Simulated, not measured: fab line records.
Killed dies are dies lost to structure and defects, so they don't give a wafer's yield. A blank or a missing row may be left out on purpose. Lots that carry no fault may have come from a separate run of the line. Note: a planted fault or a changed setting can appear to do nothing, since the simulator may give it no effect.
fab line records | flow sfqLine
record: lots: 5 wafers: 15 lastDay: 83
route steps=325 shown M2@92 I2@103 M3@118
lots untouched by any fault: they come from a run of this same line in which no faults occurred
startH: start of the lot's first displayed wafer, in hours after the record's first day | waitH: time in hours since the lot's previous step | " repeats the value in the row above | L1.1+2: a row that stands for several wafers | - no value present, or no start provided | * or withheld: withheld | < > ~ a bound
route shown NAME@n: names a module that has steps shown in the file, with the first one's number in the route | usual: mean/standard deviation taken from wafers without a fault | same: alike in all rows | chamber/n: place in a boat | sites: the reading at each site | _std_site: standard deviation of those values | _edge_site: inner sites' mean taken away from outer sites' mean | radiusMm: how far each site lies from the wafer's centre | mask NAME#n: copy n | behind: the tool/chamber that last shaped the wafer | hold: why the lot went on hold/how many hours it stayed there/how the hold came to an end | device: the n, p or np transistor that did not switch | end of line: tests run on the same wafers once the route is complete | step lacking rows: just its recipe | killed: dies that structure and defects cost at the first sort, which is not the same as the wafer's yield | map: a wafer's dies, x killed, . not, _ none there
set.NAME: setting as actually run; set.NAME@STEP: the setting as run at that earlier step | model.NAME: the simulator's own value behind a step, which no gauge read
certain route steps with their lots: each step a table, each wafer a row
services: from which hour (startH, from the record's first day; less than 0 if before it) a tool's chamber was out of use, for how many hours, and why
== steps ==
step: SFQ_TRILAYER_M2_LITHO_COAT_062
recipe: resist: BARC spinRpm: 3051 resistThkNm: 62
step: SFQ_TRILAYER_M2_LITHO_COAT_057
recipe: resist: KrF spinRpm: 3000 resistThkNm: 600
step: SFQ_TRILAYER_M2_LITHO_SOFTBAKE_061
recipe: tempC: withheld timeS: withheld resist: KrF
step: SFQ_TRILAYER_M2_LITHO_EXPOSE_058
recipe: maskId: M2 na: 0.6 sourceShape: conventional sigmaOuter: 0.65 targetCdNm: 500 doseMj: 14.19
step: SFQ_TRILAYER_M2_LITHO_PEB_060
recipe: pebTempC: 115 pebTimeS: 60 resist: KrF
step: SFQ_TRILAYER_M2_LITHO_DEVELOP_059
recipe: timeS: 60 resist: KrF
step: SFQ_M2_OVL_MEAS_916
usual: M2_OVL: 4/5.2
columns lot.wafer tool chamber startH waitH M2_OVL[nm]
L601.1 overlay-02 - 522.22 0.1 -5
L601.2 " - " " -6
L601.3 " - " " 4
L602.3 overlay-02 - 528.23 0.1 1
L602.5 " - " " -4
L602.6 " - " " -2
L603.3 overlay-02 - 545.08 0.1 6
L603.4 " - " " 9
L603.5 " - " " 10
L613.1 overlay-01 - 626.09 0.1 -3
L613.5 " - " " 4
L613.6 " - " " -1
L616.2 overlay-01 - 793.73 0.1 -3
L616.3 " - " " 4
L616.4 " - " " -1
step: SFQ_TRILAYER_M2_BARC_OPEN_METAL_ETCH_077
recipe: maskMaterial: PR chemistry: O2 targetDepthNm: 125 target: BARC icpW: 600 biasW: 80 pressureMtorr: 10 timeS: 41.7
usual: drypumpMotorCurrentA: 5.31/0.2 oesProductAu: 0.682/0.0048 rfFwdPowerW: 592.9/2.6
columns lot.wafer tool chamber startH waitH drypumpMotorCurrentA oesProductAu rfFwdPowerW rfHoursCounterH
L601.1 rieMetal-01 0 522.25 0.0 5.19 0.688 595.1 128
L601.2 " 1 " " 5.62 0.686 593.8 106
L601.3 " 0 " " 5.20 0.684 593.9 -
L602.3 rieMetal-04 1 528.27 0.0 5.45 0.678 595.5 -
L602.5 " 1 " " 5.44 0.680 595.6 -
L602.6 " 0 " " 5.00 0.680 594.2 -
L603.3 rieMetal-04 0 545.12 0.0 5.04 0.684 594.2 -
L603.4 " 1 " " 5.43 0.683 592.0 -
L603.5 " 0 " " 5.03 0.682 592.8 -
L613.1 rieMetal-04 0 626.12 0.0 5.04 0.689 592.6 12
L613.5 " 1 " " 5.42 0.687 590.9 -
L613.6 " 0 " " 5.04 0.684 593.0 -
L616.2 rieMetal-01 0 793.76 0.0 5.20 0.683 592.3 5
L616.3 " 0 " " 5.18 0.678 592.2 -
L616.4 " 1 " " 5.62 0.675 594.8 -
step: SFQ_TRILAYER_M2_ETCH_METAL_ETCH_060
recipe: target: Nb stopOn: SiO2 maskMaterial: PR chemistry: Cl2/Ar targetDepthNm: 240 icpW: 600 biasW: 80 pressureMtorr: 10 timeS: 120
usual: drypumpMotorCurrentA: 5.31/0.2 oesProductAu: 0.895/0.007 rfFwdPowerW: 596.7/2.2
columns lot.wafer tool chamber startH waitH drypumpMotorCurrentA oesProductAu rfFwdPowerW rfHoursCounterH
L601.1 rieMetal-01 0 522.31 0.0 5.19 0.892 595.4 128
L601.2 " 1 " " 5.61 0.892 600.1 106
L601.3 " 0 " " 5.20 0.892 598.2 -
L602.3 rieMetal-04 1 528.35 0.1 5.44 0.888 600.6 -
L602.5 " 1 " " 5.44 0.893 598.2 -
L602.6 " 0 " " 5.02 0.884 593.7 -
L603.3 rieMetal-04 0 545.20 0.1 5.03 0.894 598.2 -
L603.4 " 1 " " 5.48 0.893 598.8 -
L603.5 " 0 " " 5.07 0.888 597.6 -
L613.1 rieMetal-04 0 626.18 0.0 5.04 0.895 597.1 12
L613.5 " 1 " " 5.44 0.886 600.4 -
L613.6 " 0 " " 5.05 0.883 596.8 -
L616.2 rieMetal-01 0 793.82 0.0 5.17 0.892 598.5 5
L616.3 " 0 " " 5.20 0.898 598.8 -
L616.4 " 1 " " 5.62 0.901 600.6 -
step: SFQ_TRILAYER_M2_STRIP_STRIP_061
recipe: gas: O2 powerW: 200 platenTempC: 40 overashFraction: 0.65 chemistry: O2 pressureMtorr: 50
usual: drypumpMotorCurrentA: 5.31/0.2 oesProductAu: 1.003/0.0079 platenTempC: 40.00/0.11
columns lot.wafer tool chamber startH waitH drypumpMotorCurrentA oesProductAu platenTempC rfHoursCounterH
L601.1 rieMetal-01 0 522.44 0.1 5.17 0.991 39.95 128
L601.2 " 1 " " 5.62 0.987 39.80 106
L601.3 " 0 " " 5.21 0.995 40.01 -
L602.3 rieMetal-04 1 528.64 0.2 5.43 1.003 39.97 -
L602.5 " 1 " " 5.44 1.006 40.03 -
L602.6 " 0 " " 5.05 1.013 39.94 -
L603.3 rieMetal-04 0 545.49 0.2 5.06 1.013 39.99 -
L603.4 " 1 " " 5.47 0.992 40.21 -
L603.5 " 0 " " 5.05 1.003 39.90 -
L613.1 rieMetal-04 0 626.31 0.1 5.00 0.998 39.95 12
L613.5 " 1 " " 5.47 1.015 40.05 -
L613.6 " 0 " " 5.01 1.006 40.00 -
L616.2 rieMetal-01 0 793.95 0.1 5.21 0.999 39.89 5
L616.3 " 0 " " 5.20 1.002 40.00 -
L616.4 " 1 " " 5.61 1.000 39.90 -
step: SFQ_TRILAYER_M2_STRIP_SOLV_CLEAN_062
recipe: chemistry: NMP tempC: 70 timeS: 600
step: SFQ_TRILAYER_I2_DEP_PECVD_063
recipe: material: SiO2 tempC: 150 timeS: 111.11 pressureTorr: 2.4 rfW: 183.3 precursor: SiH4/N2O targetThkNm: 500
step: SFQ_TRILAYER_I2_CMP_CMP_064
recipe: material: SiO2 downForcePsi: 3 platenRpm: 60 padVelocityMS: 0.94248
usual: motorCurrentA: 9.6/0.74 timeToEndpointS: 214/7
columns lot.wafer tool chamber startH waitH motorCurrentA timeToEndpointS model.SiO2_of_TRILAYER_I2_DEP_PECVD_063.thkNm
L601.3 cmp-01 1 531.42 8.2 9.5 207 200.4
L601.1 " 2 " " 10.2 213 201.2
L601.2 " 3 " " 10.4 212 200.3
L602.3 cmp-02 2 538.50 9.2 9.2 202 199.8
L602.6 " 3 " " 8.4 223 200.6
L602.5 " 0 " " 8.8 223 200.8
L603.4 cmp-02 0 555.50 9.4 8.8 202 219.8
L603.3 " 1 " " 9.5 194 220.3
L603.5 " 3 557.00 10.9 8.5 203 221.1
L613.1 cmp-01 1 641.90 14.8 9.8 214 201
L613.5 " 3 642.90 15.7 10.5 209 201.7
L613.6 " 0 " " 8.9 206 201.2
L616.2 cmp-01 0 795.34 0.5 8.7 223 200.5
L616.4 " 1 " " 10.0 221 200.4
L616.3 " 2 " " 9.4 227 200
step: SFQ_I2_BOW_MEAS_917
recipe: mode: bow
usual: I2_BOW: 2/7.8
columns lot.wafer tool chamber startH waitH I2_BOW[um]
L601.1 filmMetro-03 - 533.92 1.5 -12
L601.2 " - " " 1
L601.3 " - " " 0
L602.3 filmMetro-04 - 540.04 1.0 6
L602.5 " - " " -2
L602.6 " - " " 9
L603.3 filmMetro-03 - 558.04 1.5 6
L603.4 " - " " 7
L603.5 " - " " -5
L613.1 filmMetro-04 - 643.90 1.5 5
L613.5 " - " " 10
L613.6 " - " " 0
L616.2 filmMetro-01 - 797.86 2.0 -8
L616.3 " - " " 9
L616.4 " - " " 0
step: SFQ_TRILAYER_I2_METRO_MEASURE_065
usual: thkNm: 200.3/0.93
columns lot.wafer tool chamber startH waitH thkNm
L601.1 filmMetro-03 - 534.04 0.1 201.1
L601.2 " - " " 200.3
L601.3 " - " " 200.3
L602.3 filmMetro-04 - 540.52 0.5 199.8
L602.5 " - " " 200.8
L602.6 " - " " 200.6
L603.3 filmMetro-03 - 558.52 0.5 220.1
L603.4 " - " " 219.8
L603.5 " - " " 221.1
L613.1 filmMetro-04 - 644.02 0.1 200.9
L613.5 " - " " 201.8
L613.6 " - " " 201.3
L616.2 filmMetro-01 - 798.16 0.3 200.5
L616.3 " - " " 200.0
L616.4 " - " " 200.4
step: SFQ_TRILAYER_I2_VIA_LITHO_COAT_072
recipe: resist: BARC spinRpm: 3000 resistThkNm: 62
step: SFQ_TRILAYER_I2_VIA_LITHO_COAT_067
recipe: resist: KrF spinRpm: 3000 resistThkNm: 650
step: SFQ_TRILAYER_I2_VIA_LITHO_SOFTBAKE_071
recipe: tempC: withheld timeS: withheld resist: KrF
step: SFQ_TRILAYER_I2_VIA_LITHO_EXPOSE_068
recipe: maskId: I2 na: 0.6 sourceShape: conventional sigmaOuter: 0.65 targetCdNm: 500 doseMj: 21.3
step: SFQ_TRILAYER_I2_VIA_LITHO_PEB_070
recipe: pebTempC: 113.9 pebTimeS: 60 resist: KrF
step: SFQ_TRILAYER_I2_VIA_LITHO_DEVELOP_069
recipe: timeS: 60 resist: KrF
step: SFQ_I2_OVL_MEAS_918
usual: I2_OVL: 1/5.1
columns lot.wafer tool chamber startH waitH I2_OVL[nm]
L601.1 overlay-01 - 686.74 0.1 -6
L601.2 " - " " -4
L601.3 " - " " 2
L602.3 overlay-01 - 695.16 0.1 -1
L602.5 " - " " 6
L602.6 " - " " 2
L603.3 overlay-01 - 711.49 0.1 1
L603.4 " - " " -4
L603.5 " - " " -2
L613.1 overlay-01 - 787.20 0.1 11
L613.5 " - " " 1
L613.6 " - " " 7
L616.2 overlay-02 - 814.60 0.1 0
L616.3 " - " " -6
L616.4 " - " " 1
step: SFQ_TRILAYER_I2_VIA_BARC_OPEN_VIA_ETCH_096
recipe: maskMaterial: PR chemistry: O2 targetDepthNm: 125 target: BARC sourceW: 500 biasW: 80 pressureMtorr: 30 timeS: 41.7
step: SFQ_TRILAYER_I2_VIA_ETCH_VIA_ETCH_070
recipe: target: SiO2 stopOn: Nb maskMaterial: PR taperDeg: 20 chemistry: CHF3 targetDepthNm: 260 sourceW: 500 biasW: 80 pressureMtorr: 30 timeS: withheld
usual: drypumpMotorCurrentA: 5.9/0.31 oesProductAu: 0.856/0.005 rfFwdPowerW: 498.3/1.8
columns lot.wafer tool chamber startH waitH drypumpMotorCurrentA oesProductAu rfFwdPowerW model.I2.featureDepthNm model.etch.depthNm
L601.1 rieDiel-02 0 686.82 0.0 5.5 0.847 497.6 201.2 201.2
L601.2 " 2 " " 5.3 0.855 501.2 200.3 200.3
L601.3 " 1 " " 6.0 0.856 497.1 200.4 200.4
L602.3 rieDiel-03 3 695.22 0.0 6.1 0.855 496.9 199.8 199.8
L602.5 " 3 " " 6.1 0.857 498.6 200.8 200.8
L602.6 " 2 " " 6.2 0.848 498.3 200.6 200.6
L603.3 rieDiel-04 1 711.55 0.0 6.1 0.903 500.6 220.3 220.3
L603.4 " 2 " " 6.0 0.900 498.0 219.8 219.8
L603.5 " 3 " " 5.9 0.900 498.4 221.1 221.1
L613.1 rieDiel-03 3 787.27 0.0 6.1 0.860 498.8 201 201
L613.5 " 3 " " 6.1 0.849 497.6 201.7 201.7
L613.6 " 0 " " 6.0 0.862 496.9 201.2 201.2
L616.2 rieDiel-03 0 814.67 0.0 6.0 0.849 499.2 200.5 200.5
L616.3 " 3 " " 6.1 0.853 500.0 200 200
L616.4 " 2 " " 6.2 0.852 497.1 200.4 200.4
step: SFQ_TRILAYER_I2_VIA_STRIP_STRIP_071
recipe: gas: O2 powerW: 200 platenTempC: 40 overashFraction: 0.65 chemistry: O2 pressureMtorr: 50
usual: drypumpMotorCurrentA: 5.2/0.31 oesProductAu: 1.001/0.0081 platenTempC: 40.01/0.12
columns lot.wafer tool chamber startH waitH drypumpMotorCurrentA oesProductAu platenTempC rfHoursCounterH
L601.1 rieMetal-01 0 686.93 - 5.2 1.006 39.77 157
L601.2 " 1 " " 5.6 1.009 40.25 134
L601.3 " 1 " " 5.6 1.002 40.33 -
L602.3 rieMetal-03 1 695.53 - 5.8 1.018 40.03 -
L602.5 " 0 " " 4.8 1.012 40.08 -
L602.6 " 0 " " 4.8 1.003 39.89 -
L603.3 rieMetal-01 1 711.86 - 5.6 1.005 40.12 -
L603.4 " 0 " " 5.2 0.996 39.81 -
L603.5 " 1 " " 5.6 1.000 40.25 -
L613.1 rieMetal-02 1 787.39 - 5.2 1.002 40.07 28
L613.5 " 0 " " 5.3 0.993 40.14 -
L613.6 " 1 " " 5.3 0.996 39.95 -
L616.2 rieMetal-02 0 814.78 - 5.3 0.992 39.77 158
L616.3 " 0 " " 5.3 0.997 39.88 -
L616.4 " 1 " " 5.3 0.987 40.10 -
step: SFQ_TRILAYER_I2_VIA_STRIP_SOLV_CLEAN_072
recipe: chemistry: NMP tempC: 70 timeS: 600
step: SFQ_TRILAYER_M3_DEP_PRE_CLEAN_074
recipe: gas: Ar timeS: 22.5 biasV: 250
columns lot.wafer tool chamber startH waitH model.SiO2_of_TRILAYER_I2_DEP_PECVD_063.thkNm
L601.1 pvdSputter-06 - 687.72 0.0 193.7
L601.2 " - " " 192.8
L601.3 " - " " 192.9
L602.3 pvdSputter-05 - 696.31 0.0 192.3
L602.5 " - " " 193.3
L602.6 " - " " 193.1
L603.3 pvdSputter-05 - 712.44 0.0 212.8
L603.4 " - " " 212.3
L603.5 " - " " 213.6
L613.1 pvdSputter-03 - 788.20 0.0 193.5
L613.5 " - " " 194.2
L613.6 " - " " 193.7
L616.2 pvdSputter-05 - 815.56 0.0 193
L616.3 " - " " 192.5
L616.4 " - " " 192.9
step: SFQ_TRILAYER_M3_DEP_SPUTTER_073
recipe: material: Nb basePressurePa: 1.33e-06 chamberPressurePa: 0.1333 substrateTempC: 20 resputterCathodeVoltageV: 400 targetThkNm: 200 powerW: 2000 timeS: 133.3
usual: cathodeDcPowerW: 2000.0/0.35 chamberPressurePa: 0.13334/0.00026 throttleValvePct: 29.8/0.83
columns lot.wafer tool chamber startH waitH cathodeDcPowerW chamberPressurePa throttleValvePct
L601.1 pvdSputter-06 - 687.75 0.0 2000.6 0.1332 28.7
L601.2 " - " " 1999.6 0.13292 30.7
L601.3 " - " " 2000.2 0.13334 30.2
L602.3 pvdSputter-05 - 696.34 0.0 1999.6 0.13367 30.0
L602.5 " - " " 1999.4 0.13328 30.3
L602.6 " - " " 2000.1 0.13383 29.9
L603.3 pvdSputter-05 - 712.47 0.0 2000.2 0.13351 30.5
L603.4 " - " " 2000.3 0.13321 30.4
L603.5 " - " " 2000.3 0.13341 28.4
L613.1 pvdSputter-03 - 788.22 0.0 1999.9 0.13352 30.5
L613.5 " - " " 2000.4 0.13347 30.7
L613.6 " - " " 1999.6 0.13312 29.7
L616.2 pvdSputter-05 - 815.59 0.0 1999.3 0.13324 28.1
L616.3 " - " " 2000.2 0.13321 29.7
L616.4 " - " " 2000.2 0.13362 30.5
== services ==
columns tool chamber startH hours kind
rieMetal-01 0 509.01 4.1 repair
cmp-02 - 513.33 14.7 pm
filmMetro-04 - 522.86 0.6 pm
filmMetro-03 - 526.39 0.4 pm
rieMetal-02 0 544.07 2.0 repair
pvdSputter-06 - 550.15 2.8 repair
pvdSputter-03 - 553.70 0.7 repair
filmMetro-04 - 560.05 6.5 pm
pvdSputter-03 - 560.85 4.9 repair
cmp-01 - 563.92 5.0 pm
cmp-02 - 579.00 4.0 pm
rieDiel-03 1 590.98 8.8 repair
pvdSputter-05 - 595.55 9.3 repair
pvdSputter-05 - 603.01 3.8 repair
pvdSputter-05 - 643.02 8.1 repair
pvdSputter-05 - 661.70 4.9 repair
cmp-01 - 699.54 2.0 repair
cmp-01 - 710.25 1.9 repair
cmp-01 - 737.98 0.4 repair
cmp-01 - 749.93 4.0 pm
rieDiel-03 - 774.59 0.4 repair
rieDiel-03 0 796.99 2.9 repair
pvdSputter-05 - 799.41 0.6 repair
rieMetal-04 - 810.85 1.4 pm
== key ==
firstSign: step: SFQ_TRILAYER_I2_CMP_CMP_064 reading: timeToEndpointS direction: down sigmas: 2.1 usual: * struck: *
effect: step: SFQ_TRILAYER_I2_METRO_MEASURE_065 reading: thkNm direction: up sigmas: 22 usual: 200.3 struck: 220.3
effect: step: SFQ_TRILAYER_I2_VIA_ETCH_VIA_ETCH_070 reading: oesProductAu direction: up sigmas: 9.1 usual: 0.856 struck: 0.901
modelEffect: step: SFQ_TRILAYER_I2_CMP_CMP_064 value: SiO2_of_TRILAYER_I2_DEP_PECVD_063.thkNm without: 200.4 struck: 220.4
modelEffect: step: SFQ_TRILAYER_I2_VIA_ETCH_VIA_ETCH_070 value: I2.featureDepthNm without: 200.4 struck: 220.4
modelEffect: step: SFQ_TRILAYER_M3_DEP_PRE_CLEAN_074 value: SiO2_of_TRILAYER_I2_DEP_PECVD_063.thkNm without: 192.9 struck: 212.9
metAt SFQ_TRILAYER_I2_CMP_CMP_064
struckWafers L603.3,L603.4,L603.5
alsoFits SFQ_TRILAYER_I2_METRO_MEASURE_065:filmMetro-03
fault: kind: processParameterDrift tool: cmp-02 chamber: - onsetH: 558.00 steps: SFQ_TRILAYER_I2_CMP_CMP_064 channel: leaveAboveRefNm offset: 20 shape: step endH: 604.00 actsIn: theseRecipesOnly stated: 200
